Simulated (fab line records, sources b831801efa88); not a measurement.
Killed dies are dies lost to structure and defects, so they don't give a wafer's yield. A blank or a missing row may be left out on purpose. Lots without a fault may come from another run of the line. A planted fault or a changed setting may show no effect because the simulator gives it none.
fab line records | flow sky130
record lots=12 wafers=36 last_day=50
route steps=708 shown VIA1@482 METAL3@534
lots that met no fault: from a run of the same line without faults
start_h: hours from the record's first day to the start of the lot's first wafer shown | wait_h: hours since the lot's step before | " the same as in the row above | L1.1+2: a row that stands for several wafers | - no value, or no start given | * or withheld: withheld | < > ~ a bound
route shown NAME@n: a module of which the file shows steps, and the number in the route of the first | usual: mean/standard deviation of fault-free wafers | same: alike in all rows | chamber/n: place in a boat | sites: the reading at each site | _std_site: their standard deviation | _edge_site: outer sites' mean less inner sites' | radius_mm: how far each site lies from the wafer's centre | mask NAME#n: copy n | behind: the tool/chamber that last shaped the wafer | hold: why the lot was held/for how many hours/how that ended | device: the transistor (n, p or np) that didn't switch | end of line: the same wafers' tests at the end of the route | a step without rows: its recipe alone | killed: dies lost to structure and defects at the first sort, not the wafer's yield | map: a wafer's dies, x killed, . not, _ none there
set.NAME: the setting as run; set.NAME@STEP: as run at that earlier step | model.NAME: the simulator's own value behind a step, which no gauge read
steps of the route over a sample of lots; a table a step, a row a wafer
services: from which hour (start_h, from the record's first day; less than 0 if before it) a tool's chamber was out of use, for how many hours, and why
## steps
# step SKY_VIA1_CMP_24
# recipe stop_on=SiO2 t_overpolish_s=15 down_force_psi=3.5 platen_rpm=60 target_thk_nm=0 pad_velocity_m_s=0.94248
# usual motor_current_A=10.7/1 overpolish_run_s=14.999/0.009 time_to_endpoint_s=65/3.1
# columns lot.wafer tool chamber start_h wait_h motor_current_A overpolish_run_s time_to_endpoint_s
L979.2 cmp-01 2 805.44 0.2 10.2 14.988 67
L979.3 " 3 " " 12.0 15.014 64
L979.5 " 1 " " 12.0 14.996 67
L981.4 cmp-01 1 811.78 0.0 11.6 15.004 68
L981.2 " 3 " " 12.5 14.990 66
L981.3 " 0 " " 9.6 14.990 63
L982.4 cmp-01 1 814.15 0.1 11.4 15.008 64
L982.1 " 2 " " 10.6 15.006 68
L982.5 " 3 " " 12.5 14.983 63
L986.4 cmp-01 2 845.65 0.0 10.5 14.991 69
L986.3 " 0 " " 9.8 15.007 65
L986.5 " 2 " " 10.0 15.002 68
L988.2 cmp-02 1 864.47 0.1 10.5 14.999 60
L988.1 " 3 " " 10.7 14.991 64
L988.6 " 0 " " 10.1 15.014 61
L992.1 cmp-01 2 897.42 0.1 10.7 15.000 72
L992.3 " 0 " " 9.5 14.997 67
L992.5 " 1 " " 11.6 15.004 70
L996.4 cmp-01 0 918.97 0.1 9.4 15.009 63
L996.2 " 1 " " 11.5 15.008 66
L996.6 " 3 " " 12.6 15.025 67
L997.2 cmp-01 0 932.37 0.1 9.5 15.007 66
L997.3 " 1 " " 12.2 14.991 69
L997.5 " 3 " " 11.5 15.005 68
L998.4 cmp-02 2 940.84 0.1 11.9 14.993 63
L998.6 " 1 " " 11.0 14.998 56
L998.5 " 2 " " 11.8 14.998 65
L999.4 cmp-02 0 941.74 0.0 9.0 15.006 58
L999.2 " 2 " " 10.9 14.988 65
L999.6 " 1 " " 10.4 14.990 63
L100.3 cmp-01 3 949.09 0.1 12.0 14.998 63
L100.1 " 1 " " 12.1 15.010 65
L100.6 " 2 " " 10.2 14.995 68
L102.1 cmp-01 3 962.20 0.1 12.1 15.010 58
L102.2 " 0 " " 9.5 14.982 62
L102.6 " 2 " " 9.9 14.990 66
# step SKY_METAL3_SPUTTER_02
# recipe material=AlCu target_thk_nm=735 power_w=10600 time_s=39.1 chamber_pressure_pa=0.4
# usual chamber_pressure_pa=0.4000/0.00084 throttle_valve_pct=30.1/1.1
# columns lot.wafer tool chamber start_h wait_h chamber_pressure_pa throttle_valve_pct
L979.2 pvd_sputter-03 - 861.44 0.0 0.3998 30.2
L979.3 " - " " 0.3994 30.4
L979.5 " - " " 0.3991 30.3
L981.2 pvd_sputter-03 - 867.54 0.0 0.4012 29.2
L981.3 " - " " 0.4006 30.3
L981.4 " - " " 0.4011 29.8
L982.1 pvd_sputter-01 - 869.94 0.0 0.4002 31.0
L982.4 " - " " 0.3998 32.0
L982.5 " - " " 0.4002 30.8
L986.3 pvd_sputter-01 - 900.58 0.0 0.3973 30.9
L986.4 " - " " 0.4010 30.6
L986.5 " - " " 0.3985 30.7
L988.1 pvd_sputter-02 - 918.10 0.0 0.3993 27.0
L988.2 " - " " 0.4001 29.6
L988.6 " - " " 0.3989 29.9
L992.1 pvd_sputter-03 - 950.28 0.0 0.4010 29.4
L992.3 " - " " 0.3999 29.9
L992.5 " - " " 0.4000 29.7
L996.2 pvd_sputter-02 - 971.18 0.0 0.4009 29.7
L996.4 " - " " 0.3999 29.7
L996.6 " - " " 0.4013 26.7
L997.2 pvd_sputter-02 - 983.74 0.0 0.4010 29.6
L997.3 " - " " 0.4010 29.9
L997.5 " - " " 0.4008 29.7
L998.4 pvd_sputter-01 - 992.01 0.0 0.3997 30.6
L998.5 " - " " 0.4005 31.1
L998.6 " - " " 0.3992 32.0
L999.2 pvd_sputter-01 - 993.25 0.0 0.4009 30.9
L999.4 " - " " 0.4003 31.1
L999.6 " - " " 0.3999 30.9
L100.1 pvd_sputter-01 - 1000.23 0.0 0.4009 31.0
L100.3 " - " " 0.4001 30.4
L100.6 " - " " 0.3990 30.4
L102.1 pvd_sputter-01 - 1012.75 0.0 0.4005 30.9
L102.2 " - " " 0.4006 31.1
L102.6 " - " " 0.3992 31.1
# step SKY_METAL3_SPUTTER_03
# recipe material=Ti target_thk_nm=5 power_w=3000 time_s=3.3 chamber_pressure_pa=0.4
# usual chamber_pressure_pa=0.4000/0.00074 throttle_valve_pct=30.1/1.1
# columns lot.wafer tool chamber start_h wait_h chamber_pressure_pa throttle_valve_pct
L979.2 pvd_sputter-03 - 861.48 0.0 0.3989 29.9
L979.3 " - " " 0.4011 30.3
L979.5 " - " " 0.4007 30.6
L981.2 pvd_sputter-03 - 867.58 0.0 0.4003 29.5
L981.3 " - " " 0.4007 30.4
L981.4 " - " " 0.4003 29.9
L982.1 pvd_sputter-01 - 869.98 0.0 0.3987 31.1
L982.4 " - " " 0.4011 32.0
L982.5 " - " " 0.3996 30.9
L986.3 pvd_sputter-01 - 900.61 0.0 0.3991 31.1
L986.4 " - " " 0.3993 30.6
L986.5 " - " " 0.4001 31.0
L988.1 pvd_sputter-02 - 918.14 0.0 0.3993 26.9
L988.2 " - " " 0.4000 29.5
L988.6 " - " " 0.4013 29.9
L992.1 pvd_sputter-03 - 950.31 0.0 0.3997 29.4
L992.3 " - " " 0.3997 29.9
L992.5 " - " " 0.3997 30.1
L996.2 pvd_sputter-02 - 971.22 0.0 0.3987 29.6
L996.4 " - " " 0.4001 29.9
L996.6 " - " " 0.3987 27.0
L997.2 pvd_sputter-02 - 983.78 0.0 0.3993 29.3
L997.3 " - " " 0.4013 30.1
L997.5 " - " " 0.3996 29.6
L998.4 pvd_sputter-01 - 992.05 0.0 0.4008 30.4
L998.5 " - " " 0.3997 30.9
L998.6 " - " " 0.4012 32.0
L999.2 pvd_sputter-01 - 993.29 0.0 0.4001 30.9
L999.4 " - " " 0.4001 31.0
L999.6 " - " " 0.3990 30.9
L100.1 pvd_sputter-01 - 1000.27 0.0 0.4002 30.8
L100.3 " - " " 0.4003 30.8
L100.6 " - " " 0.4006 30.5
L102.1 pvd_sputter-01 - 1012.79 0.0 0.4010 31.0
L102.2 " - " " 0.4005 31.1
L102.6 " - " " 0.3996 31.3
# step SKY_METAL3_SPUTTER_04
# recipe material=TiN target_thk_nm=70 power_w=6500 time_s=58.3 chamber_pressure_pa=0.4
# usual chamber_pressure_pa=0.4000/0.00074 throttle_valve_pct=30.1/1.1
# columns lot.wafer tool chamber start_h wait_h chamber_pressure_pa throttle_valve_pct
L979.2 pvd_sputter-03 - 861.50 0.0 0.3992 30.1
L979.3 " - " " 0.3991 30.3
L979.5 " - " " 0.3999 30.5
L981.2 pvd_sputter-03 - 867.60 0.0 0.4003 29.3
L981.3 " - " " 0.3999 30.5
L981.4 " - " " 0.4007 30.1
L982.1 pvd_sputter-01 - 870.00 0.0 0.3988 31.2
L982.4 " - " " 0.4008 32.0
L982.5 " - " " 0.4009 30.7
L986.3 pvd_sputter-01 - 900.63 0.0 0.3994 31.1
L986.4 " - " " 0.4000 30.6
L986.5 " - " " 0.4003 30.7
L988.1 pvd_sputter-02 - 918.16 0.0 0.4007 27.1
L988.2 " - " " 0.4004 29.6
L988.6 " - " " 0.4008 30.1
L992.1 pvd_sputter-03 - 950.33 0.0 0.3990 29.4
L992.3 " - " " 0.4958 26.7
L992.5 " - " " 0.4961 27.0
L996.2 pvd_sputter-02 - 971.24 0.0 0.4000 29.3
L996.4 " - " " 0.3997 29.7
L996.6 " - " " 0.4005 26.9
L997.2 pvd_sputter-02 - 983.80 0.0 0.4007 29.6
L997.3 " - " " 0.4000 30.0
L997.5 " - " " 0.4003 29.7
L998.4 pvd_sputter-01 - 992.07 0.0 0.3996 30.6
L998.5 " - " " 0.4006 30.8
L998.6 " - " " 0.4010 31.5
L999.2 pvd_sputter-01 - 993.30 0.0 0.4009 31.2
L999.4 " - " " 0.4001 31.1
L999.6 " - " " 0.3992 31.1
L100.1 pvd_sputter-01 - 1000.28 0.0 0.4007 31.1
L100.3 " - " " 0.3991 30.4
L100.6 " - " " 0.3989 30.8
L102.1 pvd_sputter-01 - 1012.80 0.0 0.4005 31.2
L102.2 " - " " 0.4014 30.9
L102.6 " - " " 0.4016 31.0
## services
# columns tool chamber start_h hours kind
cmp-02 - 784.68 4.0 pm
cmp-02 - 788.68 - consumable_replace:conditioner
cmp-02 - 788.68 - consumable_replace:pad
cmp-02 - 802.37 3.8 repair
pvd_sputter-02 - 812.56 2.7 repair
cmp-01 - 822.94 3.6 pm
cmp-02 - 827.09 6.3 pm
cmp-01 - 831.97 3.4 repair
pvd_sputter-01 - 835.41 3.3 repair
cmp-01 - 854.05 3.3 pm
pvd_sputter-03 - 894.75 8.1 repair
pvd_sputter-01 - 908.89 2.0 repair
cmp-01 - 912.00 4.0 pm
cmp-01 - 916.00 - consumable_replace:conditioner
cmp-01 - 916.00 - consumable_replace:pad
cmp-02 - 931.77 1.3 repair
cmp-02 - 954.67 0.9 repair
pvd_sputter-02 - 964.05 6.7 repair
pvd_sputter-02 - 985.63 2.1 repair
cmp-02 - 1004.01 5.1 pm
## key
first_sign step=SKY_METAL3_SPUTTER_04 reading=chamber_pressure_pa direction=up sigmas=99+ usual=0.4000 struck=0.4960
effect step=SKY_METAL3_SPUTTER_04 reading=throttle_valve_pct direction=down sigmas=3 usual=30.1 struck=26.8
met_at SKY_METAL3_SPUTTER_04
struck_lots L992
struck_wafers L992.3,L992.5
not_acting_at SKY_VIA1_CMP_24,SKY_METAL3_SPUTTER_02,SKY_METAL3_SPUTTER_03
onset_between 867.60 950.33
fault kind=process_parameter_drift tool=pvd_sputter-03 chamber=- onset_h=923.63 steps=SKY_METAL3_SPUTTER_04 channel=chamber_pressure_pa offset=0.096225 shape=step end_h=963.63 acts_in=these_recipes_only stated=0.4 scope=struck_wafers_only
